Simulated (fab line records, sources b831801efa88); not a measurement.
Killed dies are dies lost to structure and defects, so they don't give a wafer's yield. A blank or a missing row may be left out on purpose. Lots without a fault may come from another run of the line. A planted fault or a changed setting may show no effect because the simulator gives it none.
A sampling plan put to the test | flow sky130 | one fab line, 20 faults that these records tell of, each judged on the records of the lots that it struck
The plan is the line's own looks: the steps of the route at which a gauge or an inspection reads the wafer and doesn't change it. A look can be judged if struck wafers have a number there and the file gives its usual mean and standard deviation on fault-free wafers. Caught: at a look after the fault's first step, the mean of the struck wafers lies 4 or more of those standard deviations (sigma) from the usual mean. On the tool: the same test on the tool's own readings at the fault's steps. Another recipe on the struck wafers, or a record that is blank for them alone, also counts as caught.

THE FAULTS, as the simulator had put them in
1. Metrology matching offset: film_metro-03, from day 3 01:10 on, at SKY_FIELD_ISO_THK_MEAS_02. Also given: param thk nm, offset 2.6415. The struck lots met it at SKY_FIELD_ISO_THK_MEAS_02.
2. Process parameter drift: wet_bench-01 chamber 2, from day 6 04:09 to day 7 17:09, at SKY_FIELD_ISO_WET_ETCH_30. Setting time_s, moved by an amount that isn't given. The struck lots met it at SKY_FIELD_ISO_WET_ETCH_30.
3. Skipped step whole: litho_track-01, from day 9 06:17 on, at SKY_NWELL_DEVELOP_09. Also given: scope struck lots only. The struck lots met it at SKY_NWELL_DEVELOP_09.
4. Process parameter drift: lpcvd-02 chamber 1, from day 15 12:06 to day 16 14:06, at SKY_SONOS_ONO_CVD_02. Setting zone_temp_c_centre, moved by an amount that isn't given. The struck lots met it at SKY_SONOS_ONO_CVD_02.
5. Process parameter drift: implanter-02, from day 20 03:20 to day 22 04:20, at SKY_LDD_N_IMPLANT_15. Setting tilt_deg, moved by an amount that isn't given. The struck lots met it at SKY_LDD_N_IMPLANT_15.
6. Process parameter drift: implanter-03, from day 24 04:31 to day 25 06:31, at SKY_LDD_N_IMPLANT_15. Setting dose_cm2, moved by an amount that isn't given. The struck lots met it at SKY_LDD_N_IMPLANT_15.
7. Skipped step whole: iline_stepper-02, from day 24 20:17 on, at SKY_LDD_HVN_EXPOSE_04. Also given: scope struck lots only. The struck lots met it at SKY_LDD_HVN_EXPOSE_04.
8. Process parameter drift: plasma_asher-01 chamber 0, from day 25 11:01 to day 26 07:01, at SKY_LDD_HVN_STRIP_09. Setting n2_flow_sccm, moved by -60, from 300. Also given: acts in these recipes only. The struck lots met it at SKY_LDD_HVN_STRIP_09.
9. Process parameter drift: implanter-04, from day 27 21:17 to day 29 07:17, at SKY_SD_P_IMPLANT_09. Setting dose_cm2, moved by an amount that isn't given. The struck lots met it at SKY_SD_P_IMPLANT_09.
10. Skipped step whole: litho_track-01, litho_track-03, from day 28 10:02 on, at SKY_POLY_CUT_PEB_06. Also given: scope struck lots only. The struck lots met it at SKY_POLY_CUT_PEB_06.
11. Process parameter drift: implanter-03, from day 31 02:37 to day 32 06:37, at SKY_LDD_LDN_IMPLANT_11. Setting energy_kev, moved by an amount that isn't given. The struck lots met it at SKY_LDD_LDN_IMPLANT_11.
12. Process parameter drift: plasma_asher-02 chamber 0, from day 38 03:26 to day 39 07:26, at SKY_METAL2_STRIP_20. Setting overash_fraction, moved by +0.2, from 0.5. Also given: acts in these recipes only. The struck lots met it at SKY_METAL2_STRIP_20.
13. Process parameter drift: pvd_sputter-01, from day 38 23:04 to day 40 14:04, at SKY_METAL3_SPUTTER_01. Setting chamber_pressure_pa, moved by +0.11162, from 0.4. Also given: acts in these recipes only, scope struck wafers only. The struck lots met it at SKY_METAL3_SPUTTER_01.
14. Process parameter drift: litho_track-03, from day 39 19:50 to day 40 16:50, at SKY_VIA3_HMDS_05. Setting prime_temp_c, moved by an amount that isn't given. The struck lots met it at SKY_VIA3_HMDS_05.
15. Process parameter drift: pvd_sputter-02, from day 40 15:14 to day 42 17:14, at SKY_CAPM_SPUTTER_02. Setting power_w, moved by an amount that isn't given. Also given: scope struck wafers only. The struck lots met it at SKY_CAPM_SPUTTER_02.
16. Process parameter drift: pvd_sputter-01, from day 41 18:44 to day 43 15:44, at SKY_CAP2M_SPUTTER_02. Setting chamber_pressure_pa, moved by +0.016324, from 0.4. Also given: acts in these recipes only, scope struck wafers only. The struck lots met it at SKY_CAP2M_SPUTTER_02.
17. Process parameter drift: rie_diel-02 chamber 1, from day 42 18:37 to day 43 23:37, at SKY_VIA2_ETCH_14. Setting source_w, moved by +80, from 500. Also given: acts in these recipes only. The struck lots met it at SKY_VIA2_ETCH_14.
18. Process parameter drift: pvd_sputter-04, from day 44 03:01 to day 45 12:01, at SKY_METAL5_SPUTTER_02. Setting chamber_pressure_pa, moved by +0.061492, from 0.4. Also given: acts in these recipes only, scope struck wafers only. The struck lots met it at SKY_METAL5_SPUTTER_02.
19. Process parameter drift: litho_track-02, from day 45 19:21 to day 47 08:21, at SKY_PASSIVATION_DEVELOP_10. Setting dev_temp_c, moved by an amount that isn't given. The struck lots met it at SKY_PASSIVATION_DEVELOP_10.
20. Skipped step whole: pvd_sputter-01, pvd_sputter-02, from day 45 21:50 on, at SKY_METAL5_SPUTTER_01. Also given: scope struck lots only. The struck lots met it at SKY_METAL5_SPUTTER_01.

WHAT THE PLAN SAW
fault | on the tool itself                               | first look that catches it                      | reading, sigma | median hours from its first step to that look | hours from the fault's start to the first struck lot there | judged looks passed uncaught
1     | FIELD_ISO_OXIDATION_00_THK +11 sigma             | none of the 3 looks that can be judged after it | -              | -                                             | -                                                          | 3
2     | run_length_s -20 sigma                           | not the one look that can be judged after it    | -              | -                                             | -                                                          | 1
3     | the tool's record is blank for the struck wafers | none of the 2 looks that can be judged after it | -              | -                                             | -                                                          | 2
4     | zone_power_centre_pct +25 sigma                  | no look after it can be judged                  | -              | -                                             | -                                                          | 0
5     | tilt_deg -99 or beyond sigma                     | no look after it can be judged                  | -              | -                                             | -                                                          | 0
6     | dose_ions_cm2 -99 or beyond sigma                | no look after it can be judged                  | -              | -                                             | -                                                          | 0
7     | no reading that can be judged                    | no look after it can be judged                  | -              | -                                             | -                                                          | 0
8     | n2_flow_sccm -64 sigma                           | no look after it can be judged                  | -              | -                                             | -                                                          | 0
9     | dose_ions_cm2 +34 sigma                          | not the one look that can be judged after it    | -              | -                                             | -                                                          | 1
10    | no reading that can be judged                    | no look after it can be judged                  | -              | -                                             | -                                                          | 0
11    | beam_energy_keV -99 or beyond sigma              | not the one look that can be judged after it    | -              | -                                             | -                                                          | 1
12    | under 2 sigma                                    | no look after it can be judged                  | -              | -                                             | -                                                          | 0
13    | chamber_pressure_pa +99 or beyond sigma          | no look after it can be judged                  | -              | -                                             | -                                                          | 0
14    | prime_temp_c +31 sigma                           | no look after it can be judged                  | -              | -                                             | -                                                          | 0
15    | cathode_dc_power_W -99 or beyond sigma           | no look after it can be judged                  | -              | -                                             | -                                                          | 0
16    | chamber_pressure_pa +20 sigma                    | not the one look that can be judged after it    | -              | -                                             | -                                                          | 1
17    | rf_fwd_power_W +42 sigma                         | not the one look that can be judged after it    | -              | -                                             | -                                                          | 1
18    | chamber_pressure_pa +78 sigma                    | no look after it can be judged                  | -              | -                                             | -                                                          | 0
19    | developer_temp_C +8.4 sigma                      | no look after it can be judged                  | -              | -                                             | -                                                          | 0
20    | the tool's record is blank for the struck wafers | no look after it can be judged                  | -              | -                                             | -                                                          | 0
A dash: the fault isn't caught, or these records don't give the number.

Caught at a look: 0 of 20. Caught on the tool: 17 of 20. By one or the other: 17 of 20.
Caught on the tool alone: faults 1, 2, 3, 4, 5, 6, 8, 9, 11, 13, 14, 15, 16, 17, 18, 19, 20.
Caught by neither: faults 7, 10, 12.
